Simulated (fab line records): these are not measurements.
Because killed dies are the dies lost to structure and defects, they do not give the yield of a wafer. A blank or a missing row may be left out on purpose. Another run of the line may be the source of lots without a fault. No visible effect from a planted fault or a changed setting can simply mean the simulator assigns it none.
fab line records	flow sky130
[record] lots = 24	wafers = 72	last-day = 50
route steps=708 shown LOCAL_INTERCONNECT@387 METAL2@487 METAL4@599 CAP2M@605 VIA4@642
lots that met no fault: taken from a fault-free run of the same line
start-h: start of the lot's first displayed wafer, in hours after the record's first day	wait-h: hours since the lot's step before	" unchanged from the row above	L1.1+2: several wafers, shown together as one row	- value missing, or start not given	* or withheld: withheld	< > ~ a bound
route shown NAME@n: names a module that has steps shown in the file, with the first one's number in the route	usual: mean/standard deviation taken from wafers without a fault	same: alike in all rows	chamber/n: place in a boat	sites: per-site readings	_std_site: the standard deviation of these	_edge_site: inner sites' mean taken away from outer sites' mean	radius-mm: how far each site lies from the wafer's centre	mask NAME#n: copy n	behind: the tool/chamber that last shaped the wafer	hold: what put the lot on hold/how long, in hours/how the hold closed	device: the transistor (n, p or np) that didn't switch	end of line: tests of these same wafers at the route's end	a step with no rows: only its recipe	killed: at the first sort, the dies lost to defects and structure; wafer yield is something else	map: a wafer's dies, marking killed ones x, the rest . and places with no die _
set.NAME: the setting as run; set.NAME@STEP: as run at that earlier step	model.NAME: the simulator's own value behind a step, which no gauge read
route steps across a sampled set of lots; one table per step, one row per wafer
services: from which hour (start-h, from the record's first day; less than 0 if before it) a tool's chamber was out of use, for how many hours, and why
[[steps]]
[step SKY_LOCAL_INTERCONNECT_SPUTTER_00]
[recipe] material = TiN	target-thk-nm = 100	temp-c = 300	power-w = 6500	time-s = 83.3	chamber-pressure-pa = 0.4
[usual] chamber-pressure-pa = 0.4000/0.00084	substrate-temp-c = 300.02/0.2	susceptor-temp-C = 300.01/0.18	throttle-valve-pct = 29.7/0.91
[same] time-s = 83.3
lot.wafer	tool	chamber	start-h	wait-h	chamber-pressure-pa	substrate-temp-c	susceptor-temp-C	throttle-valve-pct
L074.1	pvd-sputter-04	-	683.15	0.2	0.3989	299.88	299.76	28.9
L074.2	"	-	"	"	0.4001	299.58	300.21	29.2
L074.6	"	-	"	"	0.3998	300.23	300.12	29.5
L075.1	pvd-sputter-04	-	693.07	0.1	0.3990	299.77	299.82	29.0
L075.2	"	-	"	"	0.4005	300.00	299.91	29.5
L075.6	"	-	"	"	0.4003	300.03	300.04	29.9
L077.3	pvd-sputter-04	-	714.77	0.1	0.4007	299.82	300.32	29.4
L077.5	"	-	"	"	0.4004	300.36	299.76	29.6
L077.6	"	-	"	"	0.4007	299.90	300.03	28.8
L076.4	pvd-sputter-01	-	719.81	0.2	0.4007	300.31	299.89	31.5
L076.5	"	-	"	"	0.4003	299.99	299.91	31.3
L076.6	"	-	"	"	0.3999	299.89	299.66	28.4
L078.1	pvd-sputter-01	-	728.53	0.1	0.4015	299.76	299.94	31.5
L078.4	"	-	"	"	0.4009	300.11	300.13	28.1
L078.6	"	-	"	"	0.4006	299.89	299.77	31.2
L079.1	pvd-sputter-01	-	729.65	0.2	0.4007	299.71	300.15	29.1
L079.4	"	-	"	"	0.3997	300.27	299.96	31.4
L079.6	"	-	"	"	0.3998	299.60	300.03	31.1
L080.1	pvd-sputter-04	-	739.55	0.1	0.4010	300.33	300.02	29.3
L080.2	"	-	"	"	0.3988	300.29	299.69	28.9
L080.5	"	-	"	"	0.4003	300.17	300.12	29.4
L081.2	pvd-sputter-04	-	749.80	0.1	0.3988	299.90	299.99	29.5
L081.4	"	-	"	"	0.4013	299.75	299.67	29.9
L081.6	"	-	"	"	0.3990	300.14	300.08	29.5
L082.1	pvd-sputter-04	-	762.22	0.1	0.3999	299.94	300.22	29.3
L082.2	"	-	"	"	0.4007	300.28	299.70	29.6
L082.5	"	-	"	"	0.4001	300.11	300.23	29.5
L083.3	pvd-sputter-01	-	768.36	0.2	0.3998	300.28	299.92	28.4
L083.4	"	-	"	"	0.4010	299.90	300.27	29.0
L083.6	"	-	"	"	0.3998	300.01	300.18	31.1
L084.4	pvd-sputter-04	-	775.45	0.2	0.3983	300.34	300.03	30.0
L084.5	"	-	"	"	0.4021	299.88	299.80	29.5
L084.6	"	-	"	"	0.3999	299.81	299.98	29.0
L085.2	pvd-sputter-02	-	787.75	0.2	0.3995	299.85	300.07	30.4
L085.4	"	-	"	"	0.4004	300.11	299.97	30.2
L085.6	"	-	"	"	0.3992	299.82	300.10	29.7
L086.2	pvd-sputter-04	-	791.15	0.1	0.3984	299.87	300.33	29.6
L086.3	"	-	"	"	0.4011	300.49	300.21	29.4
L086.6	"	-	"	"	0.3997	299.93	300.10	29.3
L087.1	pvd-sputter-01	-	796.80	0.1	0.4003	299.95	300.11	31.4
L087.4	"	-	"	"	0.3996	300.24	299.94	28.6
L087.6	"	-	"	"	0.4002	300.18	299.75	31.2
L088.3	pvd-sputter-04	-	805.00	0.1	0.4007	300.22	300.04	29.5
L088.5	"	-	"	"	0.4001	300.06	299.69	29.4
L088.6	"	-	"	"	0.3993	299.75	300.27	28.9
L089.3	pvd-sputter-01	-	810.66	0.1	0.4004	300.30	300.05	28.4
L089.4	"	-	"	"	0.4021	300.02	300.26	31.2
L089.6	"	-	"	"	0.3989	300.21	299.94	28.6
L090.2	pvd-sputter-04	-	818.77	0.1	0.4010	299.74	300.29	29.9
L090.4	"	-	"	"	0.3992	299.92	299.92	30.3
L090.5	"	-	"	"	0.3995	300.09	300.23	29.5
L091.2	pvd-sputter-02	-	823.90	0.2	0.3990	300.00	299.93	30.9
L091.3	"	-	"	"	0.3989	300.06	300.15	30.1
L091.5	"	-	"	"	0.3993	300.15	299.76	29.6
L092.1	pvd-sputter-04	-	831.26	0.2	0.3985	300.14	300.03	29.4
L092.2	"	-	"	"	0.3997	299.97	300.10	29.0
L092.6	"	-	"	"	0.4000	300.02	299.89	29.4
L093.3	pvd-sputter-04	-	834.40	0.1	0.4005	300.07	300.12	30.0
L093.4	"	-	"	"	0.4000	300.14	300.10	29.5
L093.6	"	-	"	"	0.4006	300.54	300.08	29.4
L094.1	pvd-sputter-04	-	842.87	0.1	0.3982	299.84	299.82	29.1
L094.3	"	-	"	"	0.4007	300.28	300.11	29.6
L094.6	"	-	"	"	0.3986	299.98	299.84	28.7
L095.2	pvd-sputter-04	-	847.21	0.2	0.3995	300.12	299.94	30.1
L095.3	"	-	"	"	0.3995	300.23	299.83	28.9
L095.4	"	-	"	"	0.4001	299.87	300.04	29.7
L096.1	pvd-sputter-04	-	853.82	0.1	0.4004	300.19	299.88	29.4
L096.2	"	-	"	"	0.3996	299.99	300.12	29.5
L096.3	"	-	"	"	0.3991	300.02	300.15	29.0
L097.3	pvd-sputter-01	-	869.57	0.2	0.3993	300.09	300.21	29.0
L097.4	"	-	"	"	0.4004	299.61	299.99	31.5
L097.5	"	-	"	"	0.3992	300.08	299.93	31.5
[step SKY_METAL2_SPUTTER_04]
[recipe] material = TiN	target-thk-nm = 70	power-w = 6500	time-s = 58.3	chamber-pressure-pa = 0.4
[usual] chamber-pressure-pa = 0.4001/0.00082	throttle-valve-pct = 30.0/1
[same] time-s = 58.3
lot.wafer	tool	chamber	start-h	wait-h	chamber-pressure-pa	throttle-valve-pct
L074.1	pvd-sputter-04	-	796.29	0.0	0.4009	28.9
L074.2	"	-	"	"	0.4001	30.2
L074.6	"	-	"	"	0.4006	29.5
L075.1	pvd-sputter-01	-	804.17	0.0	0.4007	31.4
L075.2	"	-	"	"	0.3996	28.3
L075.6	"	-	"	"	0.3999	29.2
L077.3	pvd-sputter-04	-	823.00	0.0	0.3996	28.6
L077.5	"	-	"	"	0.4002	29.0
L077.6	"	-	"	"	0.3994	29.8
L076.4	pvd-sputter-01	-	828.59	0.0	0.3995	28.5
L076.5	"	-	"	"	0.4027	29.0
L076.6	"	-	"	"	0.4010	31.3
L078.1	pvd-sputter-01	-	834.85	0.0	0.3997	30.9
L078.4	"	-	"	"	0.3995	28.5
L078.6	"	-	"	"	0.3999	28.3
L079.1	pvd-sputter-02	-	836.35	0.0	0.3995	31.3
L079.4	"	-	"	"	0.3993	30.9
L079.6	"	-	"	"	0.4019	30.3
L080.1	pvd-sputter-01	-	846.40	0.0	0.4009	28.9
L080.2	"	-	"	"	0.4005	31.2
L080.5	"	-	"	"	0.4001	31.4
L081.2	pvd-sputter-02	-	856.41	0.0	0.3999	29.5
L081.4	"	-	"	"	0.4001	31.2
L081.6	"	-	"	"	0.4000	30.4
L082.1	pvd-sputter-04	-	867.19	0.0	0.3993	28.7
L082.2	"	-	"	"	0.4020	29.6
L082.5	"	-	"	"	0.3999	29.8
L083.3	pvd-sputter-01	-	875.05	0.0	0.3997	31.5
L083.4	"	-	"	"	0.3997	28.7
L083.6	"	-	"	"	0.4009	28.4
L084.4	pvd-sputter-04	-	881.88	0.0	0.4001	30.1
L084.5	"	-	"	"	0.3997	29.7
L084.6	"	-	"	"	0.4008	28.9
L085.2	pvd-sputter-02	-	894.56	0.0	0.3994	29.6
L085.4	"	-	"	"	0.4017	31.3
L085.6	"	-	"	"	0.3997	29.8
L086.2	pvd-sputter-02	-	898.13	0.0	0.4014	30.7
L086.3	"	-	"	"	0.3994	29.7
L086.6	"	-	"	"	0.3998	29.5
L087.1	pvd-sputter-02	-	903.95	0.0	0.4012	30.4
L087.4	"	-	"	"	0.3998	31.2
L087.6	"	-	"	"	0.3996	29.5
L088.3	pvd-sputter-04	-	916.57	0.0	0.4004	29.8
L088.5	"	-	"	"	0.4016	29.5
L088.6	"	-	"	"	0.3986	28.6
L089.3	pvd-sputter-02	-	918.42	0.0	0.3992	30.2
L089.4	"	-	"	"	0.4008	31.2
L089.6	"	-	"	"	0.4004	29.6
L090.2	pvd-sputter-01	-	928.42	0.0	0.3995	29.2
L090.4	"	-	"	"	0.3987	31.0
L090.5	"	-	"	"	0.3999	28.9
L091.2	pvd-sputter-01	-	933.25	0.0	0.4001	31.5
L091.3	"	-	"	"	0.4000	29.0
L091.5	"	-	"	"	0.4003	31.4
L092.1	pvd-sputter-01	-	943.19	0.0	0.3994	31.3
L092.2	"	-	"	"	0.4005	28.3
L092.6	"	-	"	"	0.3999	31.0
L093.3	pvd-sputter-01	-	944.31	0.0	0.3997	28.4
L093.4	"	-	"	"	0.3993	28.9
L093.6	"	-	"	"	0.4006	28.9
L094.1	pvd-sputter-02	-	948.63	0.0	0.4000	30.4
L094.3	"	-	"	"	0.3995	30.7
L094.6	"	-	"	"	0.4004	31.1
L095.2	pvd-sputter-04	-	954.60	0.0	0.4002	29.8
L095.3	"	-	"	"	0.3994	28.6
L095.4	"	-	"	"	0.4001	30.2
L096.1	pvd-sputter-04	-	959.60	0.0	0.3983	29.3
L096.2	"	-	"	"	0.4012	29.6
L096.3	"	-	"	"	0.3986	30.0
L097.3	pvd-sputter-02	-	974.75	0.0	0.4010	30.7
L097.4	"	-	"	"	0.3997	29.7
L097.5	"	-	"	"	0.4004	29.4
[step SKY_METAL4_SPUTTER_01]
[recipe] material = TiN	target-thk-nm = 20	power-w = 6500	time-s = 16.7	chamber-pressure-pa = 0.4
[usual] chamber-pressure-pa = 0.4001/0.00082	throttle-valve-pct = 29.6/1.1
[same] time-s = 16.7
lot.wafer	tool	chamber	start-h	wait-h	chamber-pressure-pa	throttle-valve-pct
L074.1	pvd-sputter-04	-	929.55	0.0	0.3994	29.5
L074.2	"	-	"	"	0.4009	30.1
L074.6	"	-	"	"	0.3983	29.5
L075.1	pvd-sputter-04	-	935.69	0.0	0.3996	30.0
L075.2	"	-	"	"	0.4006	29.8
L075.6	"	-	"	"	0.4005	29.6
L077.3	pvd-sputter-03	-	955.63	0.0	0.4003	31.5
L077.5	"	-	"	"	0.4012	30.4
L077.6	"	-	"	"	0.4008	28.9
L076.4	pvd-sputter-03	-	961.87	0.0	0.4012	31.7
L076.5	"	-	"	"	0.3994	29.1
L076.6	"	-	"	"	0.4007	28.2
L078.1	pvd-sputter-03	-	967.04	0.0	0.4015	30.4
L078.4	"	-	"	"	0.3993	28.9
L078.6	"	-	"	"	0.4004	28.9
L079.1	pvd-sputter-04	-	970.88	0.0	0.4008	28.7
L079.4	"	-	"	"	0.4000	29.8
L079.6	"	-	"	"	0.4009	28.9
L080.1	pvd-sputter-03	-	977.26	0.0	0.4003	30.4
L080.2	"	-	"	"	0.3981	29.2
L080.5	"	-	"	"	0.4014	28.2
L081.2	pvd-sputter-03	-	986.68	0.0	0.3990	28.1
L081.4	"	-	"	"	0.4000	30.0
L081.6	"	-	"	"	0.4014	31.6
L082.1	pvd-sputter-01	-	996.77	0.0	0.4008	31.3
L082.2	"	-	"	"	0.3990	28.8
L082.5	"	-	"	"	0.3997	28.9
L083.3	pvd-sputter-04	-	1006.42	0.0	0.4000	30.3
L083.4	"	-	"	"	0.4018	29.4
L083.6	"	-	"	"	0.3999	29.4
L084.4	pvd-sputter-04	-	1013.82	0.0	0.3989	29.3
L084.5	"	-	"	"	0.4006	28.8
L084.6	"	-	"	"	0.4012	29.7
L085.2	pvd-sputter-01	-	1023.68	0.0	0.4002	31.4
L085.4	"	-	"	"	0.4000	31.1
L085.6	"	-	"	"	0.4008	28.3
L086.2	pvd-sputter-01	-	1025.50	0.0	0.3989	28.5
L086.3	"	-	"	"	0.4002	31.2
L086.6	"	-	"	"	0.3997	31.3
L087.1	pvd-sputter-01	-	1030.23	0.0	0.4000	28.4
L087.4	"	-	"	"	0.3990	31.4
L087.6	"	-	"	"	0.4008	28.9
L088.3	pvd-sputter-04	-	1041.85	0.0	0.3991	29.5
L088.5	"	-	"	"	0.4011	30.1
L088.6	"	-	"	"	0.4006	29.5
L089.3	pvd-sputter-03	-	1047.17	0.0	0.4002	29.3
L089.4	"	-	"	"	0.4008	30.3
L089.6	"	-	"	"	0.4007	29.3
L090.2	pvd-sputter-01	-	1051.88	0.0	0.4004	31.2
L090.4	"	-	"	"	0.4008	31.5
L090.5	"	-	"	"	0.4011	29.2
L091.2	pvd-sputter-03	-	1056.75	0.0	0.4003	28.4
L091.3	"	-	"	"	0.3998	30.3
L091.5	"	-	"	"	0.4007	30.3
L092.1	pvd-sputter-01	-	1064.89	0.0	0.4011	28.7
L092.2	"	-	"	"	0.3998	31.1
L092.6	"	-	"	"	0.4022	31.0
L093.3	pvd-sputter-03	-	1067.41	0.0	0.3989	29.2
L093.4	"	-	"	"	0.3995	31.7
L093.6	"	-	"	"	0.4003	30.5
L094.1	pvd-sputter-03	-	1070.20	0.0	0.3993	29.0
L094.3	"	-	"	"	0.3992	30.4
L094.6	"	-	"	"	0.4000	28.2
L095.2	pvd-sputter-03	-	1077.32	0.0	0.4005	30.4
L095.3	"	-	"	"	0.3995	28.9
L095.4	"	-	"	"	0.3996	27.9
L096.1	pvd-sputter-04	-	1078.89	0.0	0.3988	30.1
L096.2	"	-	"	"	0.3987	29.4
L096.3	"	-	"	"	0.4005	28.8
L097.3	pvd-sputter-04	-	1094.54	0.0	0.3995	28.8
L097.4	"	-	"	"	0.4004	29.5
L097.5	"	-	"	"	0.4008	28.8
[step SKY_CAP2M_SPUTTER_02]
[recipe] material = TiN	target-thk-nm = 200	temp-c = 300	power-w = 6500	time-s = 166.7	chamber-pressure-pa = 0.4
[usual] chamber-pressure-pa = 0.3999/0.00075	substrate-temp-c = 299.97/0.21	susceptor-temp-C = 300.01/0.19	throttle-valve-pct = 30.2/0.91
[same] time-s = 166.7
lot.wafer	tool	chamber	start-h	wait-h	chamber-pressure-pa	substrate-temp-c	susceptor-temp-C	throttle-valve-pct
L074.1	pvd-sputter-02	-	929.77	0.1	0.4000	300.14	300.10	30.4
L074.2	"	-	"	"	0.4005	299.96	300.07	31.3
L074.6	"	-	"	"	0.3996	300.11	299.93	30.1
L075.1	pvd-sputter-02	-	935.90	0.1	0.3995	299.79	300.07	31.2
L075.2	"	-	"	"	0.3991	299.81	300.21	29.5
L075.6	"	-	"	"	0.4002	300.36	300.44	30.2
L077.3	pvd-sputter-02	-	955.84	0.0	0.3997	299.88	299.79	30.8
L077.5	"	-	"	"	0.3999	299.72	300.25	30.4
L077.6	"	-	"	"	0.3990	299.72	299.77	31.0
L076.4	pvd-sputter-04	-	962.09	0.0	0.3998	300.16	299.85	28.5
L076.5	"	-	"	"	0.3995	299.71	300.27	29.3
L076.6	"	-	"	"	0.3982	300.08	300.04	30.1
L078.1	pvd-sputter-04	-	967.25	0.1	0.3999	300.07	300.11	29.4
L078.4	"	-	"	"	0.3993	300.24	299.75	29.8
L078.6	"	-	"	"	0.4009	299.85	300.31	28.9
L079.1	pvd-sputter-03	-	971.09	0.1	0.3982	299.63	299.71	29.3
L079.4	"	-	"	"	0.3998	299.42	299.80	30.2
L079.6	"	-	"	"	0.4001	299.76	299.88	30.4
L080.1	pvd-sputter-04	-	977.47	0.1	0.4004	299.76	299.91	28.8
L080.2	"	-	"	"	0.4019	300.17	299.93	30.0
L080.5	"	-	"	"	0.4002	300.08	299.66	30.1
L081.2	pvd-sputter-02	-	986.89	0.0	0.4009	299.97	299.84	29.6
L081.4	"	-	"	"	0.4009	299.73	300.37	30.2
L081.6	"	-	"	"	0.4004	299.53	300.36	30.3
L082.1	pvd-sputter-02	-	996.99	0.1	0.4007	299.58	300.18	30.7
L082.2	"	-	"	"	0.4005	300.03	300.04	29.5
L082.5	"	-	"	"	0.4006	299.58	299.95	30.8
L083.3	pvd-sputter-03	-	1006.63	0.0	0.3995	299.88	299.45	30.3
L083.4	"	-	"	"	0.4014	300.36	300.13	31.8
L083.6	"	-	"	"	0.3993	300.01	300.22	31.9
L084.4	pvd-sputter-03	-	1014.03	0.0	0.4017	299.75	300.23	30.4
L084.5	"	-	"	"	0.4005	300.00	299.91	30.3
L084.6	"	-	"	"	0.4007	300.24	300.30	29.2
L085.2	pvd-sputter-02	-	1023.90	0.0	0.3997	299.71	300.05	31.2
L085.4	"	-	"	"	0.3997	300.01	299.82	30.2
L085.6	"	-	"	"	0.4002	299.93	300.08	31.1
L086.2	pvd-sputter-03	-	1025.71	0.0	0.4007	300.09	300.10	29.1
L086.3	"	-	"	"	0.3999	299.86	299.98	28.3
L086.6	"	-	"	"	0.4004	300.10	299.61	30.3
L087.1	pvd-sputter-02	-	1030.44	0.1	0.4005	300.32	299.99	30.4
L087.4	"	-	"	"	0.4010	299.88	299.96	30.8
L087.6	"	-	"	"	0.3999	300.10	300.18	30.3
L088.3	pvd-sputter-03	-	1042.06	0.0	0.4006	299.68	300.20	29.1
L088.5	"	-	"	"	0.4000	299.67	300.05	30.1
L088.6	"	-	"	"	0.3996	299.75	300.12	31.8
L089.3	pvd-sputter-02	-	1047.38	0.0	0.4007	300.25	299.95	30.8
L089.4	"	-	"	"	0.3988	300.03	299.98	30.3
L089.6	"	-	"	"	0.4008	300.14	300.19	30.2
L090.2	pvd-sputter-04	-	1052.09	0.0	0.3997	299.97	300.15	29.6
L090.4	"	-	"	"	0.4007	299.95	300.06	29.5
L090.5	"	-	"	"	0.4011	300.25	300.07	30.0
L091.2	pvd-sputter-02	-	1056.96	0.0	0.4000	300.28	300.34	30.3
L091.3	"	-	"	"	0.4005	300.17	299.88	29.4
L091.5	"	-	"	"	0.4002	300.28	299.85	29.6
L092.1	pvd-sputter-03	-	1065.11	0.1	0.3991	299.99	300.14	29.1
L092.2	"	-	"	"	0.4000	299.98	300.05	28.2
L092.6	"	-	"	"	0.4005	300.10	300.10	28.3
L093.3	pvd-sputter-02	-	1067.62	0.0	0.4008	299.77	299.98	30.3
L093.4	"	-	"	"	0.3990	299.98	299.83	30.8
L093.6	"	-	"	"	0.3999	300.06	300.08	30.3
L094.1	pvd-sputter-02	-	1070.41	0.1	0.4005	300.10	300.07	31.2
L094.3	"	-	"	"	0.4007	300.06	299.98	30.1
L094.6	"	-	"	"	0.3988	300.05	299.60	30.8
L095.2	pvd-sputter-04	-	1077.53	0.0	0.3997	299.86	299.96	28.9
L095.3	"	-	"	"	0.4000	300.27	300.03	29.5
L095.4	"	-	"	"	0.3999	300.02	300.04	29.4
L096.1	pvd-sputter-02	-	1079.10	0.1	0.4013	299.87	299.99	30.2
L096.2	"	-	"	"	0.3994	299.71	299.89	29.6
L096.3	"	-	"	"	0.3993	299.71	299.83	30.6
L097.3	pvd-sputter-02	-	1094.75	0.0	0.3995	299.92	299.86	30.0
L097.4	"	-	"	"	0.4002	300.31	299.94	30.8
L097.5	"	-	"	"	0.3996	299.70	299.98	30.2
[step SKY_VIA4_BOW_MEAS_03]
[recipe] mode = bow
[usual] VIA4_BOW = 80/8.3
lot.wafer	tool	chamber	start-h	wait-h	VIA4_BOW[um]
L074.1	film-metro-03	-	980.10	0.2	83
L074.2	"	-	"	"	93
L074.6	"	-	"	"	94
L075.1	film-metro-03	-	985.82	0.2	89
L075.2	"	-	"	"	97
L075.6	"	-	"	"	74
L077.3	film-metro-01	-	1005.26	0.3	74
L077.5	"	-	"	"	86
L077.6	"	-	"	"	86
L076.4	film-metro-02	-	1014.44	0.2	86
L076.5	"	-	"	"	79
L076.6	"	-	"	"	62
L078.1	film-metro-03	-	1016.52	0.2	81
L078.4	"	-	"	"	79
L078.6	"	-	"	"	78
L079.1	film-metro-03	-	1020.49	0.1	87
L079.4	"	-	"	"	74
L079.6	"	-	"	"	97
L080.1	film-metro-03	-	1026.31	0.2	66
L080.2	"	-	"	"	73
L080.5	"	-	"	"	68
L081.2	film-metro-03	-	1035.27	0.1	82
L081.4	"	-	"	"	76
L081.6	"	-	"	"	85
L082.1	film-metro-03	-	1044.65	0.1	90
L082.2	"	-	"	"	90
L082.5	"	-	"	"	79
L083.3	film-metro-03	-	1053.60	0.1	90
L083.4	"	-	"	"	88
L083.6	"	-	"	"	90
L084.4	film-metro-02	-	1061.05	0.2	78
L084.5	"	-	"	"	83
L084.6	"	-	"	"	78
L085.2	film-metro-01	-	1070.33	0.2	78
L085.4	"	-	"	"	88
L085.6	"	-	"	"	80
L086.2	film-metro-03	-	1072.98	0.2	73
L086.3	"	-	"	"	74
L086.6	"	-	"	"	74
L087.1	film-metro-02	-	1076.66	0.1	71
L087.4	"	-	"	"	84
L087.6	"	-	"	"	82
L088.3	film-metro-01	-	1089.17	0.1	67
L088.5	"	-	"	"	77
L088.6	"	-	"	"	84
L089.3	film-metro-01	-	1093.87	0.2	90
L089.4	"	-	"	"	87
L089.6	"	-	"	"	100
L090.2	film-metro-01	-	1097.97	0.1	93
L090.4	"	-	"	"	87
L090.5	"	-	"	"	94
L091.2	film-metro-03	-	1101.28	0.3	75
L091.3	"	-	"	"	80
L091.5	"	-	"	"	81
L092.1	film-metro-03	-	1110.10	0.1	68
L092.2	"	-	"	"	72
L092.6	"	-	"	"	63
L093.3	film-metro-02	-	1111.49	0.3	74
L093.4	"	-	"	"	61
L093.6	"	-	"	"	70
L094.1	film-metro-03	-	1114.75	0.2	71
L094.3	"	-	"	"	82
L094.6	"	-	"	"	84
L095.2	film-metro-03	-	1119.11	0.2	74
L095.3	"	-	"	"	75
L095.4	"	-	"	"	71
L096.1	film-metro-03	-	1120.75	0.2	84
L096.2	"	-	"	"	87
L096.3	"	-	"	"	83
L097.3	film-metro-02	-	1137.00	0.2	80
L097.4	"	-	"	"	66
L097.5	"	-	"	"	79
[step SKY_VIA4_CVD_18]
[recipe] material = W	target-thk-nm = 505	time-s = 152.14	temp-c = 400	pressure-torr = 40
[usual] heater-power-outer-w = 574/53	heater-power-w = 932/120	susceptor-temp-C = 400.00/0.23
[same] time-s = 152.14
lot.wafer	tool	chamber	start-h	wait-h	heater-power-outer-w	heater-power-w	since-wet-clean-h	susceptor-temp-C
L074.1	cvd-w-02	0	1004.80	0.0	646	1119	601	399.90
L074.2	"	1	"	"	562	938	601	400.43
L074.6	"	0	"	"	650	1117	-	399.63
L075.1	cvd-w-01	0	1009.65	0.0	542	855	92	399.90
L075.2	"	1	"	"	511	784	92	400.01
L075.6	"	0	"	"	570	874	-	399.88
L077.3	cvd-w-02	1	1028.98	0.1	559	944	-	399.98
L077.5	"	0	"	"	638	1094	-	400.01
L077.6	"	1	"	"	552	924	-	399.88
L076.4	cvd-w-01	1	1037.05	0.1	504	767	-	399.69
L076.5	"	1	"	"	517	788	-	399.67
L076.6	"	0	"	"	566	855	-	400.07
L078.1	cvd-w-02	1	1040.09	0.0	570	930	636	400.30
L078.4	"	1	"	"	551	940	-	400.08
L078.6	"	1	"	"	551	951	-	399.74
L079.1	cvd-w-02	1	1043.29	0.0	538	931	639	399.72
L079.4	"	1	"	"	563	959	-	399.59
L079.6	"	1	"	"	547	947	-	399.71
L080.1	cvd-w-01	0	1049.59	0.0	568	884	132	400.30
L080.2	"	1	"	"	505	812	132	399.77
L080.5	"	0	"	"	546	863	-	399.98
L081.2	cvd-w-02	1	1057.57	0.0	547	914	654	400.43
L081.4	"	1	"	"	556	960	-	400.19
L081.6	"	1	"	"	559	933	-	399.91
L082.1	cvd-w-01	0	1067.38	0.0	575	890	149	400.19
L082.2	"	1	"	"	513	766	149	399.85
L082.5	"	1	"	"	516	784	-	399.89
L083.3	cvd-w-02	0	1077.25	0.1	646	1114	-	400.30
L083.4	"	1	"	"	566	946	-	400.17
L083.6	"	1	"	"	565	945	-	399.76
L084.4	cvd-w-02	1	1084.46	0.1	559	951	-	400.23
L084.5	"	1	"	"	557	952	-	400.05
L084.6	"	0	"	"	658	1113	-	399.84
L085.2	cvd-w-01	1	1092.66	0.0	518	795	175	399.89
L085.4	"	0	"	"	559	862	-	399.86
L085.6	"	1	"	"	517	784	-	400.02
L086.2	cvd-w-01	1	1094.55	0.0	505	761	177	399.83
L086.3	"	0	"	"	558	859	-	399.74
L086.6	"	0	"	"	545	861	-	399.56
L087.1	cvd-w-01	0	1097.76	0.0	566	873	180	399.97
L087.4	"	1	"	"	515	778	-	400.16
L087.6	"	0	"	"	568	870	-	399.71
L088.3	cvd-w-02	0	1109.60	0.1	655	1128	-	399.58
L088.5	"	1	"	"	573	959	-	400.34
L088.6	"	0	"	"	647	1132	-	399.52
L089.3	cvd-w-02	1	1114.93	0.1	565	948	-	399.75
L089.4	"	0	"	"	686	1100	-	400.05
L089.6	"	1	"	"	543	914	-	400.38
L090.2	cvd-w-01	1	1118.61	0.0	513	775	201	400.05
L090.4	"	0	"	"	575	874	-	399.96
L090.5	"	1	"	"	502	773	-	400.15
L091.2	cvd-w-01	0	1121.80	0.0	555	856	204	400.12
L091.3	"	0	"	"	565	851	-	400.25
L091.5	"	0	"	"	558	869	-	400.18
L092.1	cvd-w-02	0	1129.55	0.0	658	1155	726	400.06
L092.2	"	1	"	"	548	928	726	399.65
L092.6	"	1	"	"	558	947	-	400.35
L093.3	cvd-w-02	0	1131.25	0.1	654	1102	-	400.09
L093.4	"	1	"	"	562	953	-	400.12
L093.6	"	0	"	"	654	1119	-	400.00
L094.1	cvd-w-01	0	1134.40	0.0	561	880	216	400.17
L094.3	"	1	"	"	519	787	-	400.09
L094.6	"	0	"	"	567	856	-	399.98
L095.2	cvd-w-02	0	1138.41	0.0	654	1092	734	400.21
L095.3	"	0	"	"	659	1113	-	400.09
L095.4	"	1	"	"	552	928	-	400.02
L096.1	cvd-w-02	0	1140.12	0.0	669	1116	736	399.67
L096.2	"	1	"	"	555	926	736	399.83
L096.3	"	1	"	"	569	916	-	399.63
L097.3	cvd-w-01	1	1156.00	0.1	527	790	-	399.96
L097.4	"	0	"	"	569	869	-	400.30
L097.5	"	0	"	"	557	866	-	399.70
[[services]]
tool	chamber	start-h	hours	kind
pvd-sputter-03	-	737.05	1.4	repair
pvd-sputter-02	-	742.50	17.1	repair
pvd-sputter-02	-	751.51	2.5	repair
pvd-sputter-03	-	762.75	4.0	repair
pvd-sputter-04	-	767.82	3.7	repair
pvd-sputter-04	-	771.01	2.0	repair
pvd-sputter-03	-	783.32	1.8	repair
pvd-sputter-01	-	783.51	7.0	repair
pvd-sputter-04	-	793.38	1.8	repair
pvd-sputter-02	-	793.71	5.4	repair
pvd-sputter-02	-	797.55	25.6	repair
pvd-sputter-03	-	824.93	2.9	repair
pvd-sputter-02	-	871.33	5.8	repair
pvd-sputter-01	-	881.97	18.4	repair
pvd-sputter-04	-	923.37	1.8	repair
pvd-sputter-04	-	978.23	4.6	repair
pvd-sputter-04	-	993.71	3.4	repair
pvd-sputter-02	-	998.61	5.5	repair
pvd-sputter-04	-	1023.62	2.4	repair
pvd-sputter-04	-	1059.55	3.9	repair
pvd-sputter-04	-	1061.28	7.2	repair
pvd-sputter-04	-	1116.14	0.6	repair
pvd-sputter-02	-	1141.14	7.7	repair
pvd-sputter-01	-	1144.50	4.4	repair
[[key]]
fault none
